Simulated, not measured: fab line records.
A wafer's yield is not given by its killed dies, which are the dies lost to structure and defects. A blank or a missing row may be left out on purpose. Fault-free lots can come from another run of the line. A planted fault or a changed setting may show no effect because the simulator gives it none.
fab line records	flow sfqLine
record lots=6	wafers=18	lastDay=91
route steps=325 shown I4@167 JJ@178 M5@198 M8@325
lots untouched by any fault: they come from a run of this same line in which no faults occurred
startH: hours from the record's opening day to when the first of the lot's shown wafers began	waitH: hours from the lot's prior step to this one	" repeats the value in the row above	L1.1+2: a row that stands for several wafers	- no value, or no start was given	* or withheld: withheld	< > ~ a bound
route shown NAME@n: names a module that has steps shown in the file, with the first one's number in the route	usual: average and standard deviation across the fault-free wafers	same: alike in all rows	chamber/n: place in a boat	sites: the reading at each site	_std_site: the values' standard deviation	_edge_site: inner sites' mean taken away from outer sites' mean	radiusMm: for every site, how far away it sits from the centre of the wafer	mask NAME#n: copy n	behind: tool/chamber where the wafer was last shaped	hold: why the lot went on hold/how many hours it stayed there/how the hold came to an end	device: whichever transistor did not switch (one of n, p or np)	end of line: tests run on the same wafers once the route is complete	a step without rows: its recipe alone	killed: dies lost to structure and defects at the first sort, not the wafer's yield	map: shows each die of a wafer: x if killed, . if not, _ if none is there
set.NAME: the setting the step ran with; set.NAME@STEP: the setting that earlier step ran with	model.NAME: the simulator's own value behind a step, which no gauge read
lots at some steps of the route; a table a step, a row a wafer
services: a tool's chamber out of use, with start hour (startH, from the record's first day; less than 0 if before it), hours out, and reason
## steps
# step SFQ_TRILAYER_I4_VIA_LITHO_COAT_108
# recipe resist=BARC	spinRpm=3000	resistThkNm=62
# step SFQ_TRILAYER_I4_VIA_LITHO_COAT_103
# recipe resist=KrF	spinRpm=3000	resistThkNm=650
# step SFQ_TRILAYER_I4_VIA_LITHO_SOFTBAKE_107
# recipe tempC=withheld	timeS=withheld	resist=KrF
# step SFQ_TRILAYER_I4_VIA_LITHO_EXPOSE_104
# recipe maskId=I4	na=0.6	sourceShape=conventional	sigmaOuter=0.65	targetCdNm=700	doseMj=21.3
# step SFQ_TRILAYER_I4_VIA_LITHO_PEB_106
# recipe pebTempC=115	pebTimeS=60	resist=KrF
# step SFQ_TRILAYER_I4_VIA_LITHO_DEVELOP_105
# recipe timeS=60	resist=KrF
# step SFQ_I4_OVL_MEAS_928
# usual I4_OVL=3/5.4
lot.wafer	tool	chamber	startH	waitH	I4_OVL[nm]
L877.3	overlay-02	-	1212.92	0.1	1
L877.5	"	-	"	"	7
L877.6	"	-	"	"	4
L885.1	overlay-02	-	1307.08	0.1	3
L885.4	"	-	"	"	6
L885.5	"	-	"	"	12
L887.2	overlay-01	-	1331.08	0.1	9
L887.5	"	-	"	"	-1
L887.6	"	-	"	"	10
L892.2	overlay-02	-	1369.48	0.1	2
L892.3	"	-	"	"	-6
L892.6	"	-	"	"	2
L894.3	overlay-01	-	1508.55	0.1	11
L894.4	"	-	"	"	6
L894.5	"	-	"	"	10
L896.2	overlay-01	-	1522.79	0.1	0
L896.4	"	-	"	"	-1
L896.6	"	-	"	"	-3
# step SFQ_TRILAYER_I4_VIA_BARC_OPEN_VIA_ETCH_146
# recipe maskMaterial=PR	chemistry=O2	targetDepthNm=125	target=BARC	sourceW=480.5	biasW=80	pressureMtorr=30	timeS=41.7
# usual drypumpMotorCurrentA=5.7/0.38	oesProductAu=0.686/0.0041
lot.wafer	tool	chamber	startH	waitH	drypumpMotorCurrentA	oesProductAu	rfHoursCounterH
L877.3	rieDiel-01	2	1212.94	0.0	6.3	0.686	10
L877.5	"	3	"	"	5.8	0.681	-
L877.6	"	2	"	"	6.3	0.678	-
L885.1	rieDiel-02	2	1307.11	0.0	6.1	0.694	13
L885.4	"	3	"	"	5.5	0.681	10
L885.5	"	0	"	"	5.1	0.679	-
L887.2	rieDiel-02	2	1331.11	0.0	6.1	0.687	13
L887.5	"	0	"	"	5.1	0.684	-
L887.6	"	1	"	"	6.1	0.682	-
L892.2	rieDiel-03	0	1369.51	0.0	5.2	0.688	7
L892.3	"	2	"	"	5.7	0.691	2
L892.6	"	3	"	"	6.0	0.681	-
L894.3	rieDiel-02	1	1508.57	0.0	6.0	0.685	15
L894.4	"	0	"	"	5.1	0.686	14
L894.5	"	3	"	"	5.5	0.683	-
L896.2	rieDiel-03	3	1522.82	0.0	6.0	0.694	5
L896.4	"	0	"	"	5.2	0.692	10
L896.6	"	0	"	"	5.1	0.688	-
# step SFQ_TRILAYER_I4_VIA_ETCH_VIA_ETCH_106
# recipe target=SiO2	stopOn=Nb	maskMaterial=PR	taperDeg=20	chemistry=CHF3	targetDepthNm=260	sourceW=500	biasW=80	pressureMtorr=30	timeS=withheld
# usual drypumpMotorCurrentA=5.7/0.38	oesProductAu=0.855/0.005
lot.wafer	tool	chamber	startH	waitH	drypumpMotorCurrentA	oesProductAu
L877.3	rieDiel-01	2	1212.98	0.0	6.2	0.855
L877.5	"	3	"	"	5.8	0.856
L877.6	"	2	"	"	6.2	0.853
L885.1	rieDiel-02	2	1307.15	0.0	6.1	0.848
L885.4	"	3	"	"	5.5	0.852
L885.5	"	0	"	"	5.1	0.846
L887.2	rieDiel-02	2	1331.15	0.0	6.1	0.850
L887.5	"	0	"	"	5.1	0.860
L887.6	"	1	"	"	5.9	0.850
L892.2	rieDiel-03	0	1369.55	0.0	5.2	0.854
L892.3	"	2	"	"	5.7	0.851
L892.6	"	3	"	"	6.0	0.856
L894.3	rieDiel-02	1	1508.61	0.0	6.1	0.857
L894.4	"	0	"	"	5.0	0.850
L894.5	"	3	"	"	5.4	0.856
L896.2	rieDiel-03	3	1522.86	0.0	6.0	0.861
L896.4	"	0	"	"	5.2	0.853
L896.6	"	0	"	"	5.2	0.856
# step SFQ_TRILAYER_I4_VIA_STRIP_STRIP_107
# recipe gas=O2	powerW=200	platenTempC=40	overashFraction=0.65	chemistry=O2	pressureMtorr=50
# usual drypumpMotorCurrentA=5.9/0.44	oesProductAu=0.997/0.0071
# same overashFraction=0.65
lot.wafer	tool	chamber	startH	waitH	drypumpMotorCurrentA	oesProductAu	rfHoursCounterH
L877.3	rieMetal-02	1	1213.29	-	5.5	0.995	-
L877.5	"	1	"	"	5.5	0.995	-
L877.6	"	0	"	"	6.3	0.991	-
L885.1	rieMetal-01	1	1307.27	-	5.9	1.003	72
L885.4	"	0	"	"	6.4	0.998	-
L885.5	"	1	"	"	5.9	0.993	-
L887.2	rieMetal-02	0	1331.27	-	6.3	0.989	119
L887.5	"	0	"	"	6.3	0.976	-
L887.6	"	1	"	"	5.4	0.996	-
L892.2	rieMetal-01	1	1369.67	-	5.9	1.008	84
L892.3	"	1	"	"	5.9	0.999	-
L892.6	"	1	"	"	5.9	1.006	-
L894.3	rieMetal-04	0	1508.92	-	5.1	1.000	-
L894.4	"	1	"	"	5.8	1.006	-
L894.5	"	1	"	"	5.8	1.007	-
L896.2	rieMetal-02	1	1522.97	-	5.5	0.998	12
L896.4	"	0	"	"	6.3	0.986	-
L896.6	"	1	"	"	5.4	0.997	-
# step SFQ_TRILAYER_I4_VIA_STRIP_SOLV_CLEAN_108
# recipe chemistry=NMP	tempC=70	timeS=600
# step SFQ_TRILAYER_JJ_TRILAYER_DEP_PRE_CLEAN_113
# recipe gas=Ar	timeS=22.5	biasV=250
# step SFQ_TRILAYER_JJ_TRILAYER_DEP_SPUTTER_109
# recipe material=Nb	basePressurePa=1.33e-06	chamberPressurePa=0.1333	substrateTempC=20	targetThkNm=150	powerW=2000	timeS=100
# usual throttleValvePct=30.2/1.1
lot.wafer	tool	chamber	startH	waitH	throttleValvePct	model.Nb_of_TRILAYER_JJ_TRILAYER_DEP_SPUTTER_109.thkNm
L877.3	pvdSputter-03	-	1213.90	0.0	30.3	151.7
L877.5	"	-	"	"	30.3	151.4
L877.6	"	-	"	"	27.8	153.1
L885.1	pvdSputter-04	-	1308.07	0.0	29.8	150.3
L885.4	"	-	"	"	29.3	170
L885.5	"	-	"	"	31.2	151.1
L887.2	pvdSputter-04	-	1332.07	0.0	29.9	149.7
L887.5	"	-	"	"	31.2	150.4
L887.6	"	-	"	"	29.1	171.8
L892.2	pvdSputter-05	-	1370.47	0.0	31.1	150.1
L892.3	"	-	"	"	30.5	150.2
L892.6	"	-	"	"	30.6	149.5
L894.3	pvdSputter-04	-	1509.53	0.0	31.0	150.4
L894.4	"	-	"	"	31.2	150.6
L894.5	"	-	"	"	29.8	149.8
L896.2	pvdSputter-03	-	1523.95	0.0	31.7	147.6
L896.4	"	-	"	"	30.5	147.1
L896.6	"	-	"	"	30.3	147.8
# step SFQ_TRILAYER_JJ_TRILAYER_DEP_SPUTTER_110
# recipe material=Al	basePressurePa=1.33e-06	targetThkNm=8	powerW=500	timeS=10	chamberPressurePa=0.4
# usual throttleValvePct=30.2/1.1
lot.wafer	tool	chamber	startH	waitH	throttleValvePct
L877.3	pvdSputter-03	-	1213.97	0.0	30.5
L877.5	"	-	"	"	30.2
L877.6	"	-	"	"	27.7
L885.1	pvdSputter-04	-	1308.14	0.0	29.8
L885.4	"	-	"	"	28.9
L885.5	"	-	"	"	31.3
L887.2	pvdSputter-04	-	1332.14	0.0	29.9
L887.5	"	-	"	"	31.5
L887.6	"	-	"	"	29.1
L892.2	pvdSputter-05	-	1370.54	0.0	31.0
L892.3	"	-	"	"	30.6
L892.6	"	-	"	"	30.7
L894.3	pvdSputter-04	-	1509.60	0.0	31.0
L894.4	"	-	"	"	31.4
L894.5	"	-	"	"	29.7
L896.2	pvdSputter-03	-	1524.02	0.0	31.4
L896.4	"	-	"	"	30.5
L896.6	"	-	"	"	30.2
# step SFQ_TRILAYER_JJ_TRILAYER_DEP_AL_OXIDATION_111
# recipe pressureMbar=0.014667	oxidationTimeS=600	temperatureK=293
# step SFQ_TRILAYER_JJ_TRILAYER_DEP_SPUTTER_112
# recipe material=Nb	basePressurePa=1.33e-06	chamberPressurePa=0.1333	substrateTempC=20	targetThkNm=170	powerW=2000	timeS=113.3
# step SFQ_JJ_RS_MEAS_929
# recipe thkMeasGauge=four-point-probe	reads=Nb_of_TRILAYER_JJ_TRILAYER_DEP_SPUTTER_112
# usual JJ_NB_RS=1.049/0.012
lot.wafer	tool	chamber	startH	waitH	JJ_NB_RS[ohm/sq]
L877.3	filmMetro-03	-	1215.11	0.1	1.053
L877.5	"	-	"	"	1.057
L877.6	"	-	"	"	1.039
L885.1	filmMetro-03	-	1309.24	0.0	1.045
L885.4	"	-	"	"	1.034
L885.5	"	-	"	"	1.030
L887.2	filmMetro-04	-	1333.26	0.1	1.061
L887.5	"	-	"	"	1.054
L887.6	"	-	"	"	1.058
L892.2	filmMetro-04	-	1371.66	0.1	1.050
L892.3	"	-	"	"	1.061
L892.6	"	-	"	"	1.060
L894.3	filmMetro-04	-	1510.74	0.1	1.065
L894.4	"	-	"	"	1.055
L894.5	"	-	"	"	1.059
L896.2	filmMetro-04	-	1525.15	0.1	1.040
L896.4	"	-	"	"	1.046
L896.6	"	-	"	"	1.056
# step SFQ_TRILAYER_JJ_CE_LITHO_COAT_119
# recipe resist=BARC	spinRpm=3000	resistThkNm=62
# step SFQ_TRILAYER_JJ_CE_LITHO_COAT_114
# recipe resist=KrF	spinRpm=3000	resistThkNm=600
# step SFQ_TRILAYER_JJ_CE_LITHO_SOFTBAKE_118
# recipe tempC=withheld	timeS=withheld	resist=KrF
# step SFQ_TRILAYER_JJ_CE_LITHO_EXPOSE_115
# recipe maskId=J5	na=0.6	sourceShape=conventional	sigmaOuter=0.65	targetCdNm=700	doseMj=14.4
# step SFQ_TRILAYER_JJ_CE_LITHO_PEB_117
# recipe pebTempC=115	pebTimeS=60	resist=KrF
# step SFQ_TRILAYER_JJ_CE_LITHO_DEVELOP_116
# recipe timeS=60	resist=KrF
# step SFQ_JJ_OVL_MEAS_931
# usual J5_OVL=2/4.8
lot.wafer	tool	chamber	startH	waitH	J5_OVL[nm]
L877.3	overlay-01	-	1222.82	0.1	2
L877.5	"	-	"	"	5
L877.6	"	-	"	"	-4
L885.1	overlay-01	-	1311.96	0.1	5
L885.4	"	-	"	"	9
L885.5	"	-	"	"	3
L887.2	overlay-01	-	1336.58	0.1	13
L887.5	"	-	"	"	7
L887.6	"	-	"	"	6
L892.2	overlay-02	-	1374.68	0.1	-4
L892.3	"	-	"	"	-9
L892.6	"	-	"	"	-6
L894.3	overlay-01	-	1513.20	0.1	2
L894.4	"	-	"	"	8
L894.5	"	-	"	"	-5
L896.2	overlay-01	-	1527.67	0.1	8
L896.4	"	-	"	"	10
L896.6	"	-	"	"	11
# step SFQ_TRILAYER_JJ_CE_METRO_MEASURE_117
# usual cdNm=699.9/1.3
lot.wafer	tool	chamber	startH	waitH	cdNm
L877.3	cdSem-02	-	1223.24	0.4	698.9
L877.5	"	-	"	"	699.3
L877.6	"	-	"	"	699.5
L885.1	cdSem-01	-	1311.99	0.0	700.7
L885.4	"	-	"	"	701.0
L885.5	"	-	"	"	701.3
L887.2	cdSem-01	-	1336.81	0.2	701.2
L887.5	"	-	"	"	700.8
L887.6	"	-	"	"	700.6
L892.2	cdSem-02	-	1374.91	0.2	700.7
L892.3	"	-	"	"	700.2
L892.6	"	-	"	"	700.8
L894.3	cdSem-02	-	1513.62	0.4	700.4
L894.4	"	-	"	"	702.1
L894.5	"	-	"	"	701.0
L896.2	cdSem-02	-	1527.90	0.2	699.3
L896.4	"	-	"	"	700.5
L896.6	"	-	"	"	700.6
# step SFQ_TRILAYER_JJ_CE_BARC_OPEN_RIE_150
# recipe maskMaterial=PR	chemistry=O2	targetDepthNm=240	target=BARC	icpW=600	biasW=80	pressureMtorr=10	timeS=80
# step SFQ_TRILAYER_JJ_CE_ETCH_RIE_118
# recipe target=Nb	stopOn=Al2O3	maskMaterial=PR	taperDeg=13.257	overEtchFrac=0.15	timeS=97.7	chemistry=SF6	targetDepthNm=170	icpW=600	biasW=80	pressureMtorr=10
# step SFQ_TRILAYER_JJ_ANODIZE_ANODIZE_119
# recipe currentDensityMaCm2=withheld	endCurrentDensityMaCm2=withheld	bathTempC=withheld
# step SFQ_TRILAYER_JJ_CE_STRIP_STRIP_120
# recipe gas=O2	powerW=202.3	platenTempC=40	overashFraction=0.65	chemistry=O2	pressureMtorr=50
# step SFQ_TRILAYER_JJ_CE_STRIP_SOLV_CLEAN_121
# recipe chemistry=NMP	tempC=70	timeS=600
# step SFQ_TRILAYER_M5_LITHO_COAT_128
# recipe resist=BARC	spinRpm=3000	resistThkNm=62
# step SFQ_TRILAYER_M5_LITHO_COAT_123
# recipe resist=KrF	spinRpm=3000	resistThkNm=600
# step SFQ_TRILAYER_M5_LITHO_SOFTBAKE_127
# recipe tempC=withheld	timeS=withheld	resist=KrF
# step SFQ_TRILAYER_M5_LITHO_EXPOSE_124
# recipe maskId=M5	na=0.6	sourceShape=conventional	sigmaOuter=0.65	targetCdNm=700	doseMj=14.4
# step SFQ_TRILAYER_M5_LITHO_PEB_126
# recipe pebTempC=115	pebTimeS=60	resist=KrF
# step SFQ_TRILAYER_M5_LITHO_DEVELOP_125
# recipe timeS=60	resist=KrF
# step SFQ_M5_OVL_MEAS_932
# usual M5_OVL=6/6
lot.wafer	tool	chamber	startH	waitH	M5_OVL[nm]
L877.3	overlay-01	-	1232.42	0.1	10
L877.5	"	-	"	"	15
L877.6	"	-	"	"	5
L885.1	overlay-01	-	1316.92	0.1	10
L885.4	"	-	"	"	11
L885.5	"	-	"	"	12
L887.2	overlay-01	-	1341.54	0.1	1
L887.5	"	-	"	"	10
L887.6	"	-	"	"	4
L892.2	overlay-02	-	1379.66	0.1	6
L892.3	"	-	"	"	7
L892.6	"	-	"	"	12
L894.3	overlay-01	-	1521.60	0.1	10
L894.4	"	-	"	"	-3
L894.5	"	-	"	"	7
L896.2	overlay-01	-	1538.19	0.1	12
L896.4	"	-	"	"	7
L896.6	"	-	"	"	12
# step SFQ_TRILAYER_M5_BARC_OPEN_METAL_ETCH_161
# recipe maskMaterial=PR	chemistry=O2	targetDepthNm=125	target=BARC	icpW=589.1	biasW=80	pressureMtorr=10	timeS=41.7
# step SFQ_TRILAYER_M5_ETCH_METAL_ETCH_126
# recipe target=Nb	stopOn=SiO2	maskMaterial=PR	overEtchFrac=0.15	timeS=203.2	chemistry=Cl2/BCl3	targetDepthNm=265	icpW=600	biasW=80	pressureMtorr=10
# usual drypumpMotorCurrentA=6.07/0.28	oesProductAu=0.727/0.0054
lot.wafer	tool	chamber	startH	waitH	drypumpMotorCurrentA	oesProductAu	rfHoursCounterH	model.etch.depthNm	model.M5.featureDepthNm
L877.3	rieMetal-03	0	1232.57	0.1	6.06	0.734	-	151.7	164.3
L877.5	"	0	"	"	6.08	0.729	-	151.4	163.8
L877.6	"	1	"	"	5.99	0.734	-	153.1	165.4
L885.1	rieMetal-02	0	1317.01	0.0	6.31	0.733	116	150.3	162.5
L885.4	"	1	"	"	5.44	0.774	-	170	182.4
L885.5	"	0	"	"	6.33	0.737	-	151.1	163.2
L887.2	rieMetal-03	0	1341.63	0.0	6.11	0.725	75	149.7	162.4
L887.5	"	0	"	"	6.11	0.732	-	150.4	163.1
L887.6	"	1	"	"	6.00	0.776	-	171.8	184.2
L892.2	rieMetal-01	0	1379.75	0.0	6.47	0.730	3	150.1	162.3
L892.3	"	1	"	"	5.90	0.722	-	150.2	162.6
L892.6	"	0	"	"	6.44	0.721	-	149.5	161.6
L894.3	rieMetal-03	0	1521.74	0.1	6.10	0.735	-	150.4	162.9
L894.4	"	1	"	"	6.02	0.718	-	150.6	162.9
L894.5	"	1	"	"	6.01	0.724	-	149.8	162.1
L896.2	rieMetal-01	0	1538.28	0.0	6.50	0.719	26	147.6	159.6
L896.4	"	1	"	"	5.89	0.718	-	147.1	159.4
L896.6	"	0	"	"	6.42	0.720	-	147.8	159.8
# step SFQ_TRILAYER_M5_STRIP_STRIP_127
# recipe gas=O2	powerW=200	platenTempC=40	overashFraction=0.65	chemistry=O2	pressureMtorr=50
# step SFQ_TRILAYER_M5_STRIP_SOLV_CLEAN_128
# recipe chemistry=NMP	tempC=70	timeS=600
# step SFQ_M8_BOW_MEAS_951
# recipe mode=bow
# usual M8_BOW=9/10
lot.wafer	tool	chamber	startH	waitH	M8_BOW[um]	model.etest.m5.ohmUm	model.etest.i4.linkOhm	model.etest.i5.linkOhm	model.etest.m5.ohmSq
L877.3	filmMetro-03	-	2070.55	0.0	7	1.683	2.149	2.268	1.175
L877.5	"	-	"	"	2	1.681	2.156	2.274	1.178
L877.6	"	-	"	"	-4	1.665	2.135	2.253	1.165
L885.1	filmMetro-02	-	2111.78	0.0	26	1.696	2.168	2.268	1.186
L885.4	"	-	"	"	16	1.495	2.023	2.126	1.049
L885.5	"	-	"	"	26	1.686	2.166	2.264	1.18
L887.2	filmMetro-03	-	2129.64	0.0	-13	1.705	2.178	2.298	1.192
L887.5	"	-	"	"	2	1.697	2.173	2.273	1.186
L887.6	"	-	"	"	7	1.483	2.01	2.127	1.038
L892.2	filmMetro-03	-	2160.04	0.0	14	1.702	2.164	2.273	1.188
L892.3	"	-	"	"	12	1.696	2.17	2.281	1.187
L892.6	"	-	"	"	13	1.707	2.172	2.277	1.193
L894.3	filmMetro-01	-	2166.09	0.0	5	1.694	2.172	2.25	1.185
L894.4	"	-	"	"	9	1.697	2.173	2.269	1.184
L894.5	"	-	"	"	10	1.701	2.174	2.276	1.191
L896.2	filmMetro-03	-	2179.24	0.0	-5	1.73	2.18	2.29	1.208
L896.4	"	-	"	"	-2	1.734	2.193	2.294	1.213
L896.6	"	-	"	"	-6	1.727	2.185	2.292	1.206
## services
tool	chamber	startH	hours	kind
rieMetal-02	-	1189.74	2.8	pm
pvdSputter-03	-	1191.40	0.7	repair
cdSem-02	-	1206.27	2.6	pm
rieMetal-02	-	1219.29	0.8	repair
cdSem-02	-	1229.67	1.9	pm
cdSem-02	-	1246.61	24.7	repair
pvdSputter-04	-	1248.97	8.8	repair
rieDiel-03	-	1268.17	2.0	repair
rieDiel-02	2	1268.24	15.8	repair
cdSem-02	-	1271.29	0.7	pm
rieMetal-01	-	1272.33	0.2	repair
rieDiel-02	3	1292.72	6.1	repair
rieMetal-02	-	1295.42	1.4	pm
cdSem-02	-	1301.08	2.4	pm
cdSem-02	-	1345.71	1.0	pm
rieDiel-02	3	1379.43	6.4	repair
cdSem-02	-	1390.27	1.0	pm
rieMetal-02	1	1397.02	29.0	repair
rieDiel-03	-	1420.58	2.8	pm
pvdSputter-03	-	1432.03	1.3	repair
rieDiel-02	1	1447.15	15.0	repair
rieDiel-02	2	1449.72	5.0	repair
rieDiel-02	-	1462.57	0.8	repair
rieDiel-02	1	1486.54	6.0	repair
## key
firstSign step=SFQ_TRILAYER_M5_ETCH_METAL_ETCH_126	reading=oesProductAu	direction=up	sigmas=8.9	usual=0.727	struck=0.775
effect none on later readings
modelEffect step=SFQ_TRILAYER_JJ_TRILAYER_DEP_SPUTTER_109	value=Nb_of_TRILAYER_JJ_TRILAYER_DEP_SPUTTER_109.thkNm	without=151.5	struck=170.9
modelEffect step=SFQ_TRILAYER_M5_ETCH_METAL_ETCH_126	value=etch.depthNm	without=151.5	struck=170.9
modelEffect step=SFQ_M8_BOW_MEAS_951	value=etest.m5.ohmUm	without=1.68	struck=1.489
metAt SFQ_TRILAYER_JJ_TRILAYER_DEP_SPUTTER_109
struckWafers L885.4,L887.6
fault kind=processParameterDrift	tool=pvdSputter-04	chamber=-	onsetH=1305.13	steps=SFQ_TRILAYER_JJ_TRILAYER_DEP_SPUTTER_109	channel=timeS	offset=*	shape=step	endH=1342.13	actsIn=*	stated=*	scope=struckWafersOnly
